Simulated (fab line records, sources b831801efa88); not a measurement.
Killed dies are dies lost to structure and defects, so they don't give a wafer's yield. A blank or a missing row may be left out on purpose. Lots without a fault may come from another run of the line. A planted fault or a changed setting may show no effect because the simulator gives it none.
fab line records | flow gf180mcu
record lots=5 wafers=15 last_day=33
route steps=602 shown SALICIDE@280 CONTACT@287
lots that met no fault: from a run of the same line without faults
start_h: hours from the record's first day to the start of the lot's first wafer shown | wait_h: hours since the lot's step before | " the same as in the row above | L1.1+2: a row that stands for several wafers | - no value, or no start given | * or withheld: withheld | < > ~ a bound
route shown NAME@n: a module of which the file shows steps, and the number in the route of the first | usual: mean/standard deviation of fault-free wafers | same: alike in all rows | chamber/n: place in a boat | sites: the reading at each site | _std_site: their standard deviation | _edge_site: outer sites' mean less inner sites' | radius_mm: how far each site lies from the wafer's centre | mask NAME#n: copy n | behind: the tool/chamber that last shaped the wafer | hold: why the lot was held/for how many hours/how that ended | device: the transistor (n, p or np) that didn't switch | end of line: the same wafers' tests at the end of the route | a step without rows: its recipe alone | killed: dies lost to structure and defects at the first sort, not the wafer's yield | map: a wafer's dies, x killed, . not, _ none there
set.NAME: the setting as run; set.NAME@STEP: as run at that earlier step | model.NAME: the simulator's own value behind a step, which no gauge read
lots at some steps of the route; a table a step, a row a wafer
services: from which hour (start_h, from the record's first day; less than 0 if before it) a tool's chamber was out of use, for how many hours, and why
## steps
# step GF_SALICIDE_SPUTTER_02
# recipe material=Co target_thk_nm=10 power_w=1000 time_s=20 chamber_pressure_pa=0.4
# usual throttle_valve_pct=29.8/0.73
# columns lot.wafer tool chamber start_h wait_h throttle_valve_pct
L077.2 pvd_sputter-02 - 359.13 0.0 30.0
L077.4 " - " " 28.4
L077.5 " - " " 30.6
L080.1 pvd_sputter-03 - 391.10 0.0 29.8
L080.5 " - " " 30.4
L080.6 " - " " 30.0
L083.1 pvd_sputter-03 - 418.56 0.0 31.0
L083.2 " - " " 29.1
L083.4 " - " " 29.7
L086.1 pvd_sputter-02 - 448.53 0.0 30.8
L086.2 " - " " 29.3
L086.5 " - " " 30.0
L095.4 pvd_sputter-02 - 515.46 0.0 30.1
L095.5 " - " " 29.1
L095.6 " - " " 30.2
# step GF_SALICIDE_SPUTTER_03
# recipe material=TiN target_thk_nm=20 power_w=6500 time_s=16.7 chamber_pressure_pa=0.4
# usual throttle_valve_pct=29.8/0.72
# columns lot.wafer tool chamber start_h wait_h throttle_valve_pct
L077.2 pvd_sputter-02 - 359.16 0.0 30.2
L077.4 " - " " 28.6
L077.5 " - " " 31.4
L080.1 pvd_sputter-03 - 391.13 0.0 29.4
L080.5 " - " " 30.6
L080.6 " - " " 29.8
L083.1 pvd_sputter-03 - 418.59 0.0 30.6
L083.2 " - " " 29.3
L083.4 " - " " 30.2
L086.1 pvd_sputter-02 - 448.56 0.0 30.9
L086.2 " - " " 28.7
L086.5 " - " " 30.1
L095.4 pvd_sputter-02 - 515.49 0.0 30.1
L095.5 " - " " 29.1
L095.6 " - " " 30.1
# step GF_SALICIDE_RS_MEAS_04
# recipe thk_meas_gauge=four-point-probe reads=TiN_of_SALICIDE_SPUTTER_03+Co_of_SALICIDE_SPUTTER_02
# usual SALICIDE_TIN_RS=16.46/0.25
# columns lot.wafer tool chamber start_h wait_h SALICIDE_TIN_RS[ohm/sq]
L077.2 film_metro-02 - 359.20 0.0 16.58
L077.4 " - " " 16.67
L077.5 " - " " 16.63
L080.1 film_metro-02 - 391.16 0.0 16.27
L080.5 " - " " 16.10
L080.6 " - " " 15.96
L083.1 film_metro-03 - 418.62 0.0 16.66
L083.2 " - " " 16.67
L083.4 " - " " 16.59
L086.1 film_metro-03 - 448.58 0.0 16.63
L086.2 " - " " 16.68
L086.5 " - " " 16.86
L095.4 film_metro-02 - 515.58 0.1 16.69
L095.5 " - " " 16.71
L095.6 " - " " 16.68
# step GF_SALICIDE_THK_MEAS_05
# recipe thk_meas_gauge=xrf reads=TiN_of_SALICIDE_SPUTTER_03
# usual SALICIDE_TIN_THK=20.35/0.3
# columns lot.wafer tool chamber start_h wait_h SALICIDE_TIN_THK[nm]
L077.2 film_metro-02 - 359.31 0.1 20.38
L077.4 " - " " 20.62
L077.5 " - " " 20.52
L080.1 film_metro-02 - 391.28 0.1 19.98
L080.5 " - " " 20.02
L080.6 " - " " 20.12
L083.1 film_metro-03 - 418.74 0.1 20.70
L083.2 " - " " 20.63
L083.4 " - " " 20.88
L086.1 film_metro-03 - 448.70 0.1 20.34
L086.2 " - " " 20.12
L086.5 " - " " 19.98
L095.4 film_metro-02 - 515.67 0.1 19.88
L095.5 " - " " 19.86
L095.6 " - " " 19.94
# step GF_SALICIDE_RTA_06
# recipe temp_c=530 time_s=30 ambient=N2
# usual lamp_power_pct=6.3/0.4 wafer_temp_C_max=531.8/0.56
# columns lot.wafer tool chamber start_h wait_h lamp_power_pct wafer_temp_C_max
L077.2 rtp_anneal-01 0 359.38 0.1 5.9 532.2
L077.4 " 0 " " 5.9 531.8
L077.5 " 0 " " 5.9 532.2
L080.1 rtp_anneal-02 0 391.34 0.1 6.7 531.7
L080.5 " 0 " " 6.7 531.1
L080.6 " 0 " " 6.7 531.1
L083.1 rtp_anneal-01 0 418.80 0.1 5.9 531.9
L083.2 " 0 " " 5.9 531.9
L083.4 " 0 " " 5.9 533.1
L086.1 rtp_anneal-02 0 448.76 0.1 6.7 531.4
L086.2 " 0 " " 6.7 531.4
L086.5 " 0 " " 6.7 531.6
L095.4 rtp_anneal-01 0 515.75 0.1 5.9 532.3
L095.5 " 0 " " 5.9 532.5
L095.6 " 0 " " 5.9 532.3
# step GF_SALICIDE_WET_ETCH_07
# recipe chemistry=SPM target_depth_nm=120 dry=n2_spin
# columns lot.wafer tool chamber start_h wait_h
L077.2+4+5 wet_bench-03 2 359.46 0.1
L080.1+5+6 wet_bench-01 2 391.44 0.1
L083.1+2+4 wet_bench-02 0 418.90 0.1
L086.1+2+5 wet_bench-01 0 448.86 0.1
L095.4+5+6 wet_bench-01 3 515.80 0.0
# step GF_SALICIDE_RTA_08
# recipe temp_c=800 time_s=30 ambient=N2
# usual lamp_power_pct=17.5/1.1 wafer_temp_C_max=802.8/0.86
# columns lot.wafer tool chamber start_h wait_h lamp_power_pct wafer_temp_C_max
L077.2 rtp_anneal-02 0 359.58 0.0 18.6 802.2
L077.4 " 0 " " 18.6 802.1
L077.5 " 0 " " 18.6 801.5
L080.1 rtp_anneal-01 0 391.54 0.0 16.3 804.4
L080.5 " 0 " " 16.3 803.4
L080.6 " 0 " " 16.3 803.8
L083.1 rtp_anneal-02 0 418.99 0.0 18.6 801.8
L083.2 " 0 " " 18.6 801.6
L083.4 " 0 " " 18.6 801.8
L086.1 rtp_anneal-01 0 448.96 0.0 16.4 805.0
L086.2 " 0 " " 16.3 803.4
L086.5 " 0 " " 16.3 803.3
L095.4 rtp_anneal-02 0 515.94 0.1 18.6 801.8
L095.5 " 0 " " 18.6 802.0
L095.6 " 0 " " 18.6 802.0
# step GF_CONTACT_CVD_00
# recipe material=SiO2 target_thk_nm=300 sigma_open_frac=0.3 temp_c=400 time_s=50 sih4_flow_sccm=60 pressure_mtorr=6
# columns lot.wafer tool chamber start_h wait_h
L077.2+4+5 hdpcvd-02 1,2,0 359.66 0.1
L080.1+5+6 hdpcvd-02 1,1,0 391.64 0.1
L083.1+2+4 hdpcvd-02 0,1,0 419.09 0.1
L086.1+2+5 hdpcvd-01 2,1,0 449.06 0.1
L095.4+5+6 hdpcvd-01 1,2,0 516.01 0.1
# step GF_CONTACT_THK_MEAS_01
# recipe reads=SiO2_of_CONTACT_CVD_00
# usual CONTACT_CVD_00_THK=300/3.1
# columns lot.wafer tool chamber start_h wait_h CONTACT_CVD_00_THK[nm]
L077.2 film_metro-04 - 359.72 0.0 294
L077.4 " - " " 292
L077.5 " - " " 293
L080.1 film_metro-03 - 391.68 0.0 300
L080.5 " - " " 302
L080.6 " - " " 296
L083.1 film_metro-03 - 419.13 0.0 296
L083.2 " - " " 295
L083.4 " - " " 294
L086.1 film_metro-04 - 449.10 0.0 306
L086.2 " - " " 304
L086.5 " - " " 300
L095.4 film_metro-01 - 516.06 0.0 299
L095.5 " - " " 296
L095.6 " - " " 293
# step GF_CONTACT_CVD_02
# recipe material=SiO2 target_thk_nm=860 precursor=TEOS temp_c=400 time_s=95.992 rf_w=600
# usual heater_power_w=698/73
# columns lot.wafer tool chamber start_h wait_h heater_power_w
L077.2 pecvd-04 0 359.77 0.0 619
L077.4 " 2 " " 762
L077.5 " 0 " " 671
L080.1 pecvd-01 1 391.74 0.1 688
L080.5 " 2 " " 672
L080.6 " 0 " " 818
L083.1 pecvd-03 2 419.19 0.1 710
L083.2 " 1 " " 817
L083.4 " 2 " " 738
L086.1 pecvd-04 2 449.16 0.1 726
L086.2 " 0 " " 549
L086.5 " 0 " " 659
L095.4 pecvd-04 2 516.13 0.1 622
L095.5 " 1 " " 816
L095.6 " 0 " " 638
# step GF_CONTACT_THK_MEAS_03
# recipe reads=SiO2_of_CONTACT_CVD_02
# usual CONTACT_CVD_02_THK=860/9.3
# columns lot.wafer tool chamber start_h wait_h CONTACT_CVD_02_THK[nm]
L077.2 film_metro-03 - 359.85 0.0 857
L077.4 " - " " 871
L077.5 " - " " 877
L080.1 film_metro-01 - 391.81 0.0 861
L080.5 " - " " 878
L080.6 " - " " 870
L083.1 film_metro-01 - 419.26 0.0 846
L083.2 " - " " 849
L083.4 " - " " 868
L086.1 film_metro-03 - 449.27 0.1 860
L086.2 " - " " 860
L086.5 " - " " 874
L095.4 film_metro-04 - 516.19 0.0 869
L095.5 " - " " 869
L095.6 " - " " 870
# step GF_CONTACT_CMP_04
# recipe material=SiO2 down_force_psi=4 platen_rpm=60 pad_velocity_m_s=0.94248
# usual motor_current_A=12.0/0.73 platen_rpm=60.00/0.041 time_to_endpoint_s=107/4.9
# columns lot.wafer tool chamber start_h wait_h motor_current_A platen_rpm time_to_endpoint_s
L077.4 cmp-02 1 359.90 0.0 13.5 59.93 114
L077.2 " 0 " " 12.5 59.93 106
L077.5 " 2 " " 11.0 59.98 120
L080.1 cmp-01 0 391.97 0.1 12.6 59.97 113
L080.5 " 2 " " 12.3 59.96 116
L080.6 " 3 " " 12.4 60.06 117
L083.2 cmp-01 3 419.47 0.2 11.9 60.03 100
L083.1 " 1 " " 12.3 60.04 101
L083.4 " 2 " " 12.5 59.94 109
L086.2 cmp-01 0 449.33 0.0 12.7 59.97 111
L086.1 " 1 " " 11.7 60.01 107
L086.5 " 1 " " 11.7 60.03 111
L095.4 cmp-01 1 516.32 0.1 11.8 59.99 106
L095.5 " 3 " " 11.8 59.99 102
L095.6 " 0 " " 12.4 60.02 105
# step GF_CONTACT_BOW_MEAS_05
# recipe mode=bow
# usual CONTACT_BOW=66/6.3
# columns lot.wafer tool chamber start_h wait_h CONTACT_BOW[um]
L077.2 film_metro-03 - 360.22 0.1 82
L077.4 " - " " 74
L077.5 " - " " 82
L080.1 film_metro-03 - 392.17 0.1 72
L080.5 " - " " 55
L080.6 " - " " 60
L083.1 film_metro-04 - 419.77 0.1 61
L083.2 " - " " 60
L083.4 " - " " 60
L086.1 film_metro-04 - 449.63 0.2 64
L086.2 " - " " 62
L086.5 " - " " 60
L095.4 film_metro-04 - 516.58 0.2 69
L095.5 " - " " 68
L095.6 " - " " 67
# step GF_CONTACT_DEHYDRATE_06
# recipe temp_c=200 time_s=60
# usual chill_plate_temp_C=23.01/0.098 resist_line_temp_C=23.05/0.11
# columns lot.wafer tool chamber start_h wait_h chill_plate_temp_C resist_line_temp_C
L077.2 litho_track-04 0 370.78 10.5 23.05 23.18
L077.4 " 0 " " 23.01 22.92
L077.5 " 0 " " 23.04 23.00
L080.1 litho_track-04 0 403.51 11.3 22.89 23.15
L080.5 " 0 " " 23.09 23.15
L080.6 " 0 " " 22.94 23.12
L083.1 litho_track-01 0 431.16 11.4 23.04 22.99
L083.2 " 0 " " 22.89 23.14
L083.4 " 0 " " 22.98 23.04
L086.1 litho_track-01 0 461.21 11.6 23.22 23.09
L086.2 " 0 " " 23.14 23.02
L086.5 " 0 " " 22.99 22.88
L095.4 litho_track-04 0 527.58 11.0 22.99 23.12
L095.5 " 0 " " 23.14 23.00
L095.6 " 0 " " 23.09 22.99
# step GF_CONTACT_HMDS_07
# recipe prime_time_s=60 prime_temp_c=120
# usual chill_plate_temp_C=22.98/0.099 resist_line_temp_C=23.01/0.11
# columns lot.wafer tool chamber start_h wait_h chill_plate_temp_C resist_line_temp_C
L077.2 litho_track-04 0 370.93 0.1 22.97 22.96
L077.4 " 0 " " 23.14 22.99
L077.5 " 0 " " 22.94 22.88
L080.1 litho_track-04 0 403.66 0.1 22.89 22.94
L080.5 " 0 " " 23.06 22.88
L080.6 " 0 " " 22.99 23.08
L083.1 litho_track-01 0 431.31 0.1 22.95 22.84
L083.2 " 0 " " 22.98 23.02
L083.4 " 0 " " 22.98 23.09
L086.1 litho_track-01 0 461.36 0.1 22.97 22.96
L086.2 " 0 " " 22.94 22.81
L086.5 " 0 " " 22.94 22.83
L095.4 litho_track-04 0 527.73 0.1 22.88 22.87
L095.5 " 0 " " 22.86 23.06
L095.6 " 0 " " 23.01 23.03
# step GF_CONTACT_COAT_08
# recipe resist=BARC temp_c=withheld time_s=withheld spin_rpm=withheld resist_thk_nm=withheld
# usual chill_plate_temp_C=* resist_line_temp_C=*
# columns lot.wafer tool chamber start_h wait_h chill_plate_temp_C resist_line_temp_C
L077.2 litho_track-04 0 371.08 0.1 * *
L077.4 " 0 " " * *
L077.5 " 0 " " * *
L080.1 litho_track-04 0 403.81 0.1 * *
L080.5 " 0 " " * *
L080.6 " 0 " " * *
L083.1 litho_track-01 0 431.46 0.1 * *
L083.2 " 0 " " * *
L083.4 " 0 " " * *
L086.1 litho_track-01 0 461.51 0.1 * *
L086.2 " 0 " " * *
L086.5 " 0 " " * *
L095.4 litho_track-04 0 527.88 0.1 * *
L095.5 " 0 " " * *
L095.6 " 0 " " * *
# step GF_CONTACT_COAT_09
# recipe resist=KrF spin_rpm=withheld resist_thk_nm=1000
# usual chill_plate_temp_C=22.98/0.1 resist_line_temp_C=23.00/0.11
# columns lot.wafer tool chamber start_h wait_h chill_plate_temp_C resist_line_temp_C
L077.2 litho_track-04 0 - - 22.86 22.99
L077.4 " 0 " " 22.85 23.12
L077.5 " 0 " " 22.95 23.07
L080.1 litho_track-04 0 - - 23.07 23.06
L080.5 " 0 " " 23.18 23.00
L080.6 " 0 " " 22.96 23.06
L083.1 litho_track-01 0 - - 22.83 23.24
L083.2 " 0 " " 22.82 23.01
L083.4 " 0 " " 23.03 23.13
L086.1 litho_track-01 0 - - 23.23 22.88
L086.2 " 0 " " 22.93 22.94
L086.5 " 0 " " 23.11 23.10
L095.4 litho_track-04 0 - - 23.07 22.91
L095.5 " 0 " " 23.12 22.91
L095.6 " 0 " " 22.99 23.01
# step GF_CONTACT_SOFTBAKE_10
# recipe temp_c=130 time_s=60 resist=KrF
# usual chill_plate_temp_C=23.01/0.099 resist_line_temp_C=23.00/0.11
# columns lot.wafer tool chamber start_h wait_h chill_plate_temp_C resist_line_temp_C
L077.2 litho_track-04 0 - - 23.07 23.01
L077.4 " 0 " " 22.97 23.07
L077.5 " 0 " " 22.99 22.96
L080.1 litho_track-04 0 - - 22.99 23.01
L080.5 " 0 " " 22.97 23.14
L080.6 " 0 " " 23.05 23.19
L083.1 litho_track-01 0 - - 23.00 23.04
L083.2 " 0 " " 23.00 23.05
L083.4 " 0 " " 23.03 23.17
L086.1 litho_track-01 0 - - 22.87 22.87
L086.2 " 0 " " 23.12 23.01
L086.5 " 0 " " 23.06 23.04
L095.4 litho_track-04 0 - - 22.93 23.00
L095.5 " 0 " " 23.02 22.89
L095.6 " 0 " " 22.96 22.76
# step GF_CONTACT_EXPOSE_11
# recipe mask_id=Contact target_cd_nm=220 na=0.68 source_shape=conventional sigma_outer=0.6 dose_mj=38
# columns lot.wafer tool chamber start_h wait_h mask
L077.2+4+5 krf_scanner-02 0 - - Contact#0
L080.1+5+6 krf_scanner-01 0 - - Contact#0
L083.1+2+4 krf_scanner-02 0 - - Contact#0
L086.1+2+5 krf_scanner-02 0 - - Contact#0
L095.4+5+6 krf_scanner-01 0 - - Contact#0
# step GF_CONTACT_PEB_12
# recipe peb_temp_c=135 peb_time_s=90 resist=KrF
# usual chill_plate_temp_C=22.97/0.12 resist_line_temp_C=23.00/0.1
# columns lot.wafer tool chamber start_h wait_h chill_plate_temp_C resist_line_temp_C
L077.2 litho_track-04 0 - - 22.92 22.97
L077.4 " 0 " " 23.04 22.88
L077.5 " 0 " " 23.10 22.97
L080.1 litho_track-01 0 - - 23.08 23.27
L080.5 " 0 " " 22.97 23.10
L080.6 " 0 " " 22.98 23.30
L083.1 litho_track-03 0 - - 23.11 23.07
L083.2 " 0 " " 22.99 23.01
L083.4 " 0 " " 22.90 22.98
L086.1 litho_track-04 0 - - 22.94 23.04
L086.2 " 0 " " 23.03 23.17
L086.5 " 0 " " 22.84 23.02
L095.4 litho_track-04 0 - - 22.94 23.15
L095.5 " 0 " " 23.11 23.07
L095.6 " 0 " " 22.96 22.99
# step GF_CONTACT_DEVELOP_13
# recipe develop_time_s=60 resist=KrF dev_temp_c=21
# usual chill_plate_temp_C=23.01/0.1 resist_line_temp_C=22.98/0.12
# columns lot.wafer tool chamber start_h wait_h chill_plate_temp_C resist_line_temp_C
L077.2 litho_track-04 0 382.73 0.2 22.91 23.09
L077.4 " 0 " " 22.92 22.97
L077.5 " 0 " " 22.99 22.83
L080.1 litho_track-01 0 415.26 0.2 22.66 22.97
L080.5 " 0 " " 22.84 22.96
L080.6 " 0 " " 22.80 22.83
L083.1 litho_track-03 0 443.92 0.2 23.09 22.74
L083.2 " 0 " " 23.12 22.90
L083.4 " 0 " " 22.95 23.00
L086.1 litho_track-04 0 473.61 0.2 23.13 22.90
L086.2 " 0 " " 23.06 22.93
L086.5 " 0 " " 23.06 22.97
L095.4 litho_track-04 0 539.73 0.1 22.96 23.02
L095.5 " 0 " " 23.09 23.09
L095.6 " 0 " " 23.04 23.21
# step GF_CONTACT_CD_MEAS_14
# recipe target_cd_nm=220
# usual cd_nm=219.8/1.4
# columns lot.wafer tool chamber start_h wait_h cd_nm
L077.2 cd_sem-02 - 382.88 0.1 222.2
L077.4 " - " " 222.1
L077.5 " - " " 221.4
L080.1 cd_sem-01 - 415.41 0.1 219.0
L080.5 " - " " 218.5
L080.6 " - " " 218.9
L083.1 cd_sem-02 - 444.07 0.1 222.8
L083.2 " - " " 220.8
L083.4 " - " " 221.6
L086.1 cd_sem-02 - 473.76 0.1 218.1
L086.2 " - " " 218.9
L086.5 " - " " 218.1
L095.4 cd_sem-02 - 539.86 0.1 222.3
L095.5 " - " " 222.0
L095.6 " - " " 219.5
# step GF_CONTACT_OVL_MEAS_15
# usual CONTACT_OVL=2/4.9
# columns lot.wafer tool chamber start_h wait_h CONTACT_OVL[nm]
L077.2 overlay-02 - 382.98 0.1 8
L077.4 " - " " 8
L077.5 " - " " 8
L080.1 overlay-02 - 415.53 0.1 4
L080.5 " - " " 6
L080.6 " - " " -8
L083.1 overlay-01 - 444.19 0.1 2
L083.2 " - " " -6
L083.4 " - " " -3
L086.1 overlay-02 - 473.88 0.1 0
L086.2 " - " " 3
L086.5 " - " " 7
L095.4 overlay-02 - 539.94 0.1 1
L095.5 " - " " 0
L095.6 " - " " 0
# step GF_CONTACT_ETCH_16
# recipe chemistry=N2/H2 target_depth_a=withheld overetch_a=withheld time_s=withheld target=BARC ion_energy_ev=200 source_w=500 bias_w=100 pressure_mtorr=30 n2_flow_sccm=100 h2_flow_sccm=200
# usual drypump_motor_current_A=5.7/0.39 oes_product_au=0.855/0.0051 throttle_valve_pct=13.225/0.01
# columns lot.wafer tool chamber start_h wait_h drypump_motor_current_A oes_product_au throttle_valve_pct
L077.2 rie_diel-01 0 383.01 0.0 5.6 0.860 13.222
L077.4 " 2 " " 6.0 0.856 13.231
L077.5 " 1 " " 5.0 0.849 13.219
L080.1 rie_diel-04 1 415.57 0.0 5.4 0.854 13.215
L080.5 " 2 " " 6.6 0.856 13.238
L080.6 " 3 " " 5.8 0.853 13.227
L083.1 rie_diel-01 1 444.23 0.0 5.0 0.852 13.238
L083.2 " 2 " " 6.0 0.851 13.210
L083.4 " 3 " " 5.7 0.857 13.224
L086.1 rie_diel-02 2 473.91 0.0 5.5 0.864 13.226
L086.2 " 3 " " 5.8 0.851 13.215
L086.5 " 3 " " 5.7 0.842 13.227
L095.4 rie_diel-01 0 539.96 0.0 5.5 0.859 13.225
L095.5 " 0 " " 5.5 0.852 13.217
L095.6 " 1 " " 5.0 0.851 13.241
# step GF_CONTACT_ETCH_17
# recipe chemistry=C4F8/O2/Ar mask_material=KrF target=SiO2 stop_on=CoSi2 source_w=1500 bias_w=1200 pressure_mtorr=40 c4f8_flow_sccm=withheld O2_flow_sccm=6 Ar_flow_sccm=300 time_s=withheld target_depth_a=8600
# usual oes_product_au=0.815/0.005
# columns lot.wafer tool chamber start_h wait_h oes_product_au
L077.2 rie_diel-01 0 - - 0.813
L077.4 " 2 " " 0.818
L077.5 " 1 " " 0.804
L080.1 rie_diel-04 1 - - 0.814
L080.5 " 2 " " 0.817
L080.6 " 3 " " 0.803
L083.1 rie_diel-01 1 - - 0.815
L083.2 " 2 " " 0.811
L083.4 " 3 " " 0.809
L086.1 rie_diel-02 2 - - 0.813
L086.2 " 3 " " 0.810
L086.5 " 3 " " 0.810
L095.4 rie_diel-01 0 - - 0.816
L095.5 " 0 " " 0.811
L095.6 " 1 " " 0.810
# step GF_CONTACT_STRIP_18
# recipe chemistry=O2/N2 power_w=1400 pressure_mtorr=1500 platen_temp_c=250 o2_flow_sccm=3000 n2_flow_sccm=300 overash_fraction=0.5
# usual drypump_motor_current_A=5.45/0.25 heater_power_w=321/16 o2_flow_sccm=3000/8.4 oes_product_au=0.580/0.0051
# columns lot.wafer tool chamber start_h wait_h drypump_motor_current_A heater_power_w o2_flow_sccm oes_product_au rf_hours_counter_h
L077.2 plasma_asher-01 0 383.18 - 5.98 319 3004 0.583 71
L077.4 " 1 " " 5.60 305 2998 0.579 -
L077.5 " 1 " " 5.60 294 2995 0.585 -
L080.1 plasma_asher-04 1 415.73 - 5.23 319 3005 0.582 62
L080.5 " 1 " " 5.22 326 3001 0.582 -
L080.6 " 0 " " 5.32 309 2997 0.583 -
L083.1 plasma_asher-04 0 444.39 - 5.35 318 2985 0.585 66
L083.2 " 1 " " 5.23 322 3007 0.579 66
L083.4 " 1 " " 5.24 328 2998 0.580 -
L086.1 plasma_asher-02 1 474.07 - 5.29 353 2992 0.572 36
L086.2 " 0 " " 5.65 306 3016 0.581 36
L086.5 " 0 " " 5.63 311 2997 0.576 -
L095.4 plasma_asher-01 0 540.16 - 5.98 324 3003 0.583 -
L095.5 " 1 " " 5.62 307 3002 0.580 -
L095.6 " 0 " " 6.02 316 3005 0.583 -
# step GF_CONTACT_CLEAN_19
# recipe chemistry=SPM
# columns lot.wafer tool chamber start_h wait_h
L077.2+4+5 wet_bench-04 3 383.28 0.1
L080.1+5+6 wet_bench-02 2 415.83 0.1
L083.1+2+4 wet_bench-02 3 444.49 0.1
L086.1+2+5 wet_bench-04 2 474.17 0.1
L095.4+5+6 wet_bench-04 0 540.22 0.0
# step GF_CONTACT_CLEAN_20
# recipe chemistry=DIW
# columns lot.wafer tool chamber start_h wait_h
L077.2+4+5 wet_bench-02 0 383.37 0.0
L080.1+5+6 wet_bench-02 0 415.92 0.0
L083.1+2+4 wet_bench-04 1 444.58 0.0
L086.1+2+5 wet_bench-02 1 474.27 0.0
L095.4+5+6 wet_bench-02 3 540.32 0.0
# step GF_CONTACT_CLEAN_21
# recipe chemistry=dHF time_s=20 dilution=100:1 dry=ipa_marangoni
# columns lot.wafer tool chamber start_h wait_h
L077.2+4+5 wet_bench-01 3 383.46 0.0
L080.1+5+6 wet_bench-02 2 416.01 0.0
L083.1+2+4 wet_bench-01 0 444.68 0.0
L086.1+2+5 wet_bench-04 1 474.36 0.0
L095.4+5+6 wet_bench-04 2 540.41 0.0
# step GF_CONTACT_SPUTTER_22
# recipe material=Ti target_thk_nm=15 chamber_pressure_pa=5 power_w=2500 substrate_temp_c=200 time_s=80.02
# usual throttle_valve_pct=29.8/0.7
# columns lot.wafer tool chamber start_h wait_h throttle_valve_pct
L077.2 pvd_sputter-03 - 383.48 0.0 29.8
L077.4 " - " " 30.0
L077.5 " - " " 29.2
L080.1 pvd_sputter-04 - 416.03 0.0 29.7
L080.5 " - " " 29.5
L080.6 " - " " 29.3
L083.1 pvd_sputter-04 - 444.69 0.0 30.5
L083.2 " - " " 29.1
L083.4 " - " " 29.5
L086.1 pvd_sputter-03 - 474.37 0.0 29.3
L086.2 " - " " 29.8
L086.5 " - " " 30.5
L095.4 pvd_sputter-02 - 540.46 0.0 30.5
L095.5 " - " " 30.2
L095.6 " - " " 29.2
# step GF_CONTACT_SPUTTER_23
# recipe material=TiN target_thk_nm=10 chamber_pressure_pa=5 power_w=4000 time_s=40
# usual throttle_valve_pct=29.8/0.7
# columns lot.wafer tool chamber start_h wait_h throttle_valve_pct
L077.2 pvd_sputter-03 - 383.54 0.0 29.7
L077.4 " - " " 30.1
L077.5 " - " " 29.1
L080.1 pvd_sputter-04 - 416.09 0.0 29.2
L080.5 " - " " 29.6
L080.6 " - " " 29.2
L083.1 pvd_sputter-04 - 444.76 0.0 30.6
L083.2 " - " " 29.2
L083.4 " - " " 29.7
L086.1 pvd_sputter-03 - 474.43 0.0 29.2
L086.2 " - " " 30.0
L086.5 " - " " 30.7
L095.4 pvd_sputter-02 - 540.51 0.0 31.0
L095.5 " - " " 30.0
L095.6 " - " " 29.1
# step GF_CONTACT_CVD_24
# recipe material=W target_thk_nm=300 time_s=90.339 temp_c=400 pressure_torr=40
# usual heater_power_w=834/63
# columns lot.wafer tool chamber start_h wait_h heater_power_w
L077.2 cvd_w-01 0 383.58 0.0 780
L077.4 " 0 " " 790
L077.5 " 0 " " 806
L080.1 cvd_w-01 0 416.13 0.0 805
L080.5 " 0 " " 769
L080.6 " 1 " " 850
L083.1 cvd_w-02 0 444.79 0.0 775
L083.2 " 1 " " 964
L083.4 " 0 " " 797
L086.1 cvd_w-01 0 474.47 0.0 796
L086.2 " 1 " " 850
L086.5 " 0 " " 790
L095.4 cvd_w-01 0 540.56 0.0 799
L095.5 " 0 " " 777
L095.6 " 1 " " 866
# step GF_CONTACT_RS_MEAS_25
# recipe thk_meas_gauge=four-point-probe reads=W_of_CONTACT_CVD_24+TiN_of_CONTACT_SPUTTER_23+Ti_of_CONTACT_SPUTTER_22
# usual CONTACT_W_RS=0.385/0.004
# columns lot.wafer tool chamber start_h wait_h CONTACT_W_RS[ohm/sq]
L077.2 film_metro-03 - 383.70 0.1 0.384
L077.4 " - " " 0.376
L077.5 " - " " 0.381
L080.1 film_metro-03 - 416.23 0.1 0.384
L080.5 " - " " 0.383
L080.6 " - " " 0.385
L083.1 film_metro-01 - 444.89 0.1 0.387
L083.2 " - " " 0.383
L083.4 " - " " 0.389
L086.1 film_metro-04 - 474.57 0.1 0.380
L086.2 " - " " 0.389
L086.5 " - " " 0.380
L095.4 film_metro-04 - 540.69 0.1 0.386
L095.5 " - " " 0.384
L095.6 " - " " 0.387
# step GF_CONTACT_THK_MEAS_26
# recipe thk_meas_gauge=xrf reads=W_of_CONTACT_CVD_24
# usual CONTACT_W_THK=294/5.6
# columns lot.wafer tool chamber start_h wait_h CONTACT_W_THK[nm]
L077.2 film_metro-03 - 383.81 0.1 297
L077.4 " - " " 302
L077.5 " - " " 300
L080.1 film_metro-03 - 416.35 0.1 300
L080.5 " - " " 301
L080.6 " - " " 300
L083.1 film_metro-01 - 445.01 0.1 292
L083.2 " - " " 296
L083.4 " - " " 291
L086.1 film_metro-04 - 474.69 0.1 291
L086.2 " - " " 286
L086.5 " - " " 291
L095.4 film_metro-04 - 540.78 0.1 288
L095.5 " - " " 289
L095.6 " - " " 287
# step GF_CONTACT_CMP_27
# recipe stop_on=SiO2 down_force_psi=3.5 platen_rpm=60 t_overpolish_s=15 target_thk_nm=0 pad_velocity_m_s=0.94248
# usual motor_current_A=11.1/0.59 overpolish_run_s=15.001/0.0091 platen_rpm=60.00/0.042 time_to_endpoint_s=71/3
# columns lot.wafer tool chamber start_h wait_h motor_current_A overpolish_run_s platen_rpm time_to_endpoint_s
L077.2 cmp-01 2 384.17 0.4 11.4 15.001 60.08 70
L077.4 " 1 " " 10.7 14.997 60.00 74
L077.5 " 3 " " 10.9 15.012 59.96 70
L080.1 cmp-01 3 416.41 0.1 11.3 15.003 59.95 65
L080.5 " 3 " " 11.5 15.007 59.97 68
L080.6 " 0 " " 11.4 15.010 60.02 71
L083.2 cmp-02 0 445.07 0.0 11.4 14.994 60.07 73
L083.4 " 1 " " 11.8 15.005 59.96 73
L083.1 " 2 " " 10.0 14.993 59.97 73
L086.1 cmp-02 0 474.75 0.1 11.2 15.012 59.99 73
L086.2 " 3 " " 11.1 15.001 59.98 75
L086.5 " 1 " " 11.3 15.003 60.01 77
L095.4 cmp-01 3 540.91 0.1 11.7 15.004 59.99 69
L095.6 " 1 " " 10.9 14.989 60.04 72
L095.5 " 2 " " 11.9 14.984 59.98 69
## services
# columns tool chamber start_h hours kind
krf_scanner-02 - 337.46 4.4 pm
krf_scanner-02 - 346.18 0.3 repair
cmp-01 - 349.11 1.5 repair
cmp-01 - 350.61 11.8 pm
pvd_sputter-03 - 365.99 7.0 repair
krf_scanner-02 - 369.74 0.7 repair
krf_scanner-02 - 372.69 2.2 repair
krf_scanner-02 - 376.47 36.0 pm
pvd_sputter-02 - 379.06 3.1 repair
cmp-02 - 382.62 5.8 pm
wet_bench-01 - 397.28 43.1 pm
cmp-01 - 404.18 4.0 pm
pecvd-04 - 405.88 1.9 repair
cmp-02 - 408.50 2.7 repair
cmp-02 - 408.79 0.5 repair
krf_scanner-02 - 412.47 1.0 pm
cmp-01 - 463.03 6.0 pm
cmp-01 - 475.41 6.8 pm
pvd_sputter-02 - 480.43 8.2 repair
pvd_sputter-04 - 492.15 1.2 repair
rie_diel-01 3 499.86 5.6 repair
rie_diel-01 2 504.89 3.4 repair
cmp-01 - 506.81 0.4 repair
cmp-01 - 509.38 1.1 repair
## key
fault none
